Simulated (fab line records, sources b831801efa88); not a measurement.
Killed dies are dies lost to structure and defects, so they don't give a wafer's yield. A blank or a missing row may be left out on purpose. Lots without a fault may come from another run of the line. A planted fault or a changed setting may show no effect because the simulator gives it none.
fab line records | flow sky130
record lots=14 wafers=42 last_day=50
route steps=708 shown VT_ADJUST_PCH@150 POLY_GATE@205 LDD_N@241 LDD_P@262
lots that met no fault: from a run of the same line without faults
start_h: hours from the record's first day to the start of the lot's first wafer shown | wait_h: hours since the lot's step before | " the same as in the row above | L1.1+2: a row that stands for several wafers | - no value, or no start given | * or withheld: withheld | < > ~ a bound
route shown NAME@n: a module of which the file shows steps, and the number in the route of the first | usual: mean/standard deviation of fault-free wafers | same: alike in all rows | chamber/n: place in a boat | sites: the reading at each site | _std_site: their standard deviation | _edge_site: outer sites' mean less inner sites' | radius_mm: how far each site lies from the wafer's centre | mask NAME#n: copy n | behind: the tool/chamber that last shaped the wafer | hold: why the lot was held/for how many hours/how that ended | device: the transistor (n, p or np) that didn't switch | end of line: the same wafers' tests at the end of the route | a step without rows: its recipe alone | killed: dies lost to structure and defects at the first sort, not the wafer's yield | map: a wafer's dies, x killed, . not, _ none there
set.NAME: the setting as run; set.NAME@STEP: as run at that earlier step | model.NAME: the simulator's own value behind a step, which no gauge read
steps of the route over a sample of lots; a table a step, a row a wafer
services: from which hour (start_h, from the record's first day; less than 0 if before it) a tool's chamber was out of use, for how many hours, and why
## steps
# step SKY_VT_ADJUST_PCH_OVL_MEAS_07
# usual VT_ADJUST_PCH_OVL=2.1/1.3
# columns lot.wafer tool chamber start_h wait_h VT_ADJUST_PCH_OVL[nm]
L706.3 overlay-01 - 227.05 - -0.1
L706.4 " - " " 0.7
L706.6 " - " " 0.0
L707.1 overlay-01 - 235.13 - 2.4
L707.2 " - " " 2.4
L707.4 " - " " 1.6
L709.1 overlay-01 - 244.64 - 2.9
L709.4 " - " " 3.5
L709.5 " - " " 2.9
L708.3 overlay-02 - 245.00 - 4.4
L708.4 " - " " 3.1
L708.6 " - " " 3.0
L711.1 overlay-01 - 260.48 - 0.7
L711.2 " - " " 1.4
L711.6 " - " " 0.3
L712.3 overlay-02 - 270.65 - 2.5
L712.4 " - " " 1.8
L712.6 " - " " 1.6
L721.1 overlay-01 - 333.33 - 0.4
L721.5 " - " " 2.1
L721.6 " - " " 1.5
L722.1 overlay-01 - 338.84 - 0.3
L722.3 " - " " 2.2
L722.6 " - " " 1.5
L723.3 overlay-02 - 346.85 - 2.8
L723.4 " - " " 3.8
L723.6 " - " " 2.4
L724.1 overlay-01 - 356.67 - 1.0
L724.4 " - " " 0.4
L724.5 " - " " -0.5
L725.2 overlay-02 - 363.23 - 2.3
L725.5 " - " " 2.4
L725.6 " - " " 2.6
L726.1 overlay-01 - 384.33 - 0.4
L726.2 " - " " -0.5
L726.6 " - " " 0.2
L727.1 overlay-02 - 407.22 - 0.4
L727.4 " - " " 0.8
L727.6 " - " " 1.0
L728.2 overlay-02 - 409.18 - 2.5
L728.5 " - " " 0.9
L728.6 " - " " 1.0
# step SKY_POLY_GATE_THK_MEAS_01
# recipe reads=poly-Si_of_POLY_GATE_CVD_00
# usual POLY_GATE_CVD_00_THK=180.0/1.5
# columns lot.wafer tool chamber start_h wait_h POLY_GATE_CVD_00_THK[nm]
L706.3 film_metro-03 - 322.84 0.0 182.3
L706.4 " - " " 182.1
L706.6 " - " " 181.1
L707.1 film_metro-04 - 332.85 0.0 178.9
L707.2 " - " " 179.6
L707.4 " - " " 177.4
L708.3 film_metro-01 - 332.87 0.0 177.1
L708.4 " - " " 177.2
L708.6 " - " " 178.4
L709.1 film_metro-03 - 332.91 0.1 181.2
L709.4 " - " " 180.9
L709.5 " - " " 182.6
L711.1 film_metro-01 - 355.30 0.0 180.7
L711.2 " - " " 180.3
L711.6 " - " " 179.5
L712.3 film_metro-04 - 364.38 0.0 181.1
L712.4 " - " " 181.7
L712.6 " - " " 183.3
L721.1 film_metro-04 - 435.39 0.0 179.4
L721.5 " - " " 181.3
L721.6 " - " " 179.0
L722.1 film_metro-04 - 439.66 0.0 180.9
L722.3 " - " " 181.3
L722.6 " - " " 179.3
L723.3 film_metro-01 - 449.79 0.0 179.7
L723.4 " - " " 177.3
L723.6 " - " " 179.0
L724.1 film_metro-03 - 460.00 0.0 180.2
L724.4 " - " " 180.1
L724.5 " - " " 179.7
L725.2 film_metro-03 - 465.60 0.0 177.7
L725.5 " - " " 180.2
L725.6 " - " " 178.0
L726.1 film_metro-03 - 486.78 0.1 180.6
L726.2 " - " " 181.6
L726.6 " - " " 181.2
L727.1 film_metro-04 - 508.01 0.0 180.1
L727.4 " - " " 180.1
L727.6 " - " " 177.7
L728.2 film_metro-03 - 509.22 0.0 180.5
L728.5 " - " " 180.8
L728.6 " - " " 181.2
# step SKY_LDD_N_EXPOSE_04
# recipe mask_id=NTM target_cd_nm=840 na=0.6 source_shape=conventional sigma_outer=0.6 dose_mj=110
# usual exposure_dose_mJ_cm2=109.98/0.11 focus_offset_nm=0.1/0.51
# columns lot.wafer tool chamber start_h wait_h mask exposure_dose_mJ_cm2 focus_offset_nm
L706.3 iline_stepper-01 0 395.69 - NTM#0 109.80 0.2
L706.4 " 0 " " NTM#0 109.87 0.7
L706.6 " 0 " " NTM#0 109.85 0.5
L708.3 iline_stepper-01 0 408.02 - NTM#0 109.91 0.2
L708.4 " 0 " " NTM#0 110.04 0.3
L708.6 " 0 " " NTM#0 109.96 0.2
L709.1 iline_stepper-01 0 413.64 - NTM#0 109.99 -1.0
L709.4 " 0 " " NTM#0 109.97 -0.1
L709.5 " 0 " " NTM#0 110.13 -0.7
L707.1 iline_stepper-01 0 413.75 - NTM#0 109.99 -0.8
L707.2 " 0 " " NTM#0 109.88 -0.4
L707.4 " 0 " " NTM#0 110.12 -0.2
L711.1 iline_stepper-02 - 436.20 - NTM#0 - -
L711.2 " - " " NTM#0 - -
L711.6 " - " " NTM#0 - -
L712.3 iline_stepper-01 - 443.85 - NTM#0 - -
L712.4 " - " " NTM#0 - -
L712.6 " - " " NTM#0 - -
L721.1 iline_stepper-01 0 514.76 - NTM#0 110.02 -0.3
L721.5 " 0 " " NTM#0 109.96 -0.3
L721.6 " 0 " " NTM#0 110.03 -0.6
L722.1 iline_stepper-02 0 520.60 - NTM#0 110.06 0.2
L722.3 " 0 " " NTM#0 110.10 -0.5
L722.6 " 0 " " NTM#0 110.09 1.2
L723.3 iline_stepper-01 0 530.20 - NTM#0 110.14 0.5
L723.4 " 0 " " NTM#0 110.05 0.3
L723.6 " 0 " " NTM#0 110.00 -0.1
L724.1 iline_stepper-01 0 540.02 - NTM#0 109.91 0.3
L724.4 " 0 " " NTM#0 109.76 -0.1
L724.5 " 0 " " NTM#0 109.72 0.4
L725.2 iline_stepper-01 0 544.14 - NTM#0 109.92 0.1
L725.5 " 0 " " NTM#0 109.92 -0.2
L725.6 " 0 " " NTM#0 109.97 -0.3
L726.1 iline_stepper-02 0 565.67 - NTM#0 110.00 0.0
L726.2 " 0 " " NTM#0 110.05 0.6
L726.6 " 0 " " NTM#0 110.05 0.8
L727.1 iline_stepper-02 0 584.58 - NTM#0 109.83 0.0
L727.4 " 0 " " NTM#0 109.90 -0.8
L727.6 " 0 " " NTM#0 109.94 -0.4
L728.2 iline_stepper-02 0 586.30 - NTM#0 110.01 0.1
L728.5 " 0 " " NTM#0 110.00 -0.3
L728.6 " 0 " " NTM#0 110.06 0.4
# step SKY_LDD_P_CD_MEAS_07
# recipe target_cd_nm=380
# usual cd_nm=379.5/2.2
# columns lot.wafer tool chamber start_h wait_h cd_nm
L706.3 cd_sem-01 - 442.21 0.1 380.4
L706.4 " - " " 380.9
L706.6 " - " " 379.7
L708.3 cd_sem-02 - 455.17 0.1 380.2
L708.4 " - " " 384.3
L708.6 " - " " 382.3
L709.1 cd_sem-02 - 459.93 0.1 381.0
L709.4 " - " " 379.8
L709.5 " - " " 379.3
L707.1 cd_sem-01 - 460.47 0.1 380.3
L707.2 " - " " 377.2
L707.4 " - " " 375.7
L711.1 cd_sem-02 - 482.04 0.1 377.5
L711.2 " - " " 378.5
L711.6 " - " " 378.1
L712.3 cd_sem-01 - 490.36 0.1 380.8
L712.4 " - " " 381.2
L712.6 " - " " 381.4
L721.1 cd_sem-01 - 560.63 0.1 380.7
L721.5 " - " " 382.0
L721.6 " - " " 380.0
L722.1 cd_sem-02 - 566.98 0.1 381.7
L722.3 " - " " 382.7
L722.6 " - " " 383.4
L723.3 cd_sem-01 - 576.61 0.1 383.5
L723.4 " - " " 381.9
L723.6 " - " " 380.7
L724.1 cd_sem-01 - 584.54 0.1 377.3
L724.4 " - " " 377.4
L724.5 " - " " 376.9
L725.2 cd_sem-01 - 589.19 0.1 381.4
L725.5 " - " " 381.3
L725.6 " - " " 380.9
L726.1 cd_sem-02 - 610.34 0.1 377.5
L726.2 " - " " 375.6
L726.6 " - " " 379.0
L727.1 cd_sem-01 - 628.92 0.1 378.1
L727.4 " - " " 378.5
L727.6 " - " " 377.5
L728.2 cd_sem-02 - 631.11 0.1 378.9
L728.5 " - " " 379.8
L728.6 " - " " 377.9
## services
# columns tool chamber start_h hours kind
iline_stepper-01 - 467.99 1.7 pm
iline_stepper-02 - 493.21 1.7 pm
iline_stepper-02 - 542.93 9.2 repair
## key
first_sign step=SKY_LDD_N_EXPOSE_04 reading=tool_record direction=missing
effect none on later readings
met_at SKY_LDD_N_EXPOSE_04
struck_lots L711,L712
sort_left_out L711.1,L711.2,L711.6,L712.3,L712.4,L712.6
tester_left_out L711,L712
not_acting_at SKY_VT_ADJUST_PCH_OVL_MEAS_07,SKY_POLY_GATE_THK_MEAS_01,SKY_LDD_P_CD_MEAS_07
onset_between 413.75 436.20
fault kind=skipped_step_whole tool=iline_stepper-01,iline_stepper-02 chamber=- onset_h=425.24 steps=SKY_LDD_N_EXPOSE_04 scope=struck_lots_only
# tester_left_out: of these lots the tester's yield and bins aren't shown, on N5 and GAA mostly nor the transistor test; their killed dies are dies lost to structure and defects alone, not to doping, threshold or leakage, so they don't give the yield
# sort_left_out: the simulated sort isn't trusted on such a fault, so these wafers' sort isn't shown, and their yield isn't known
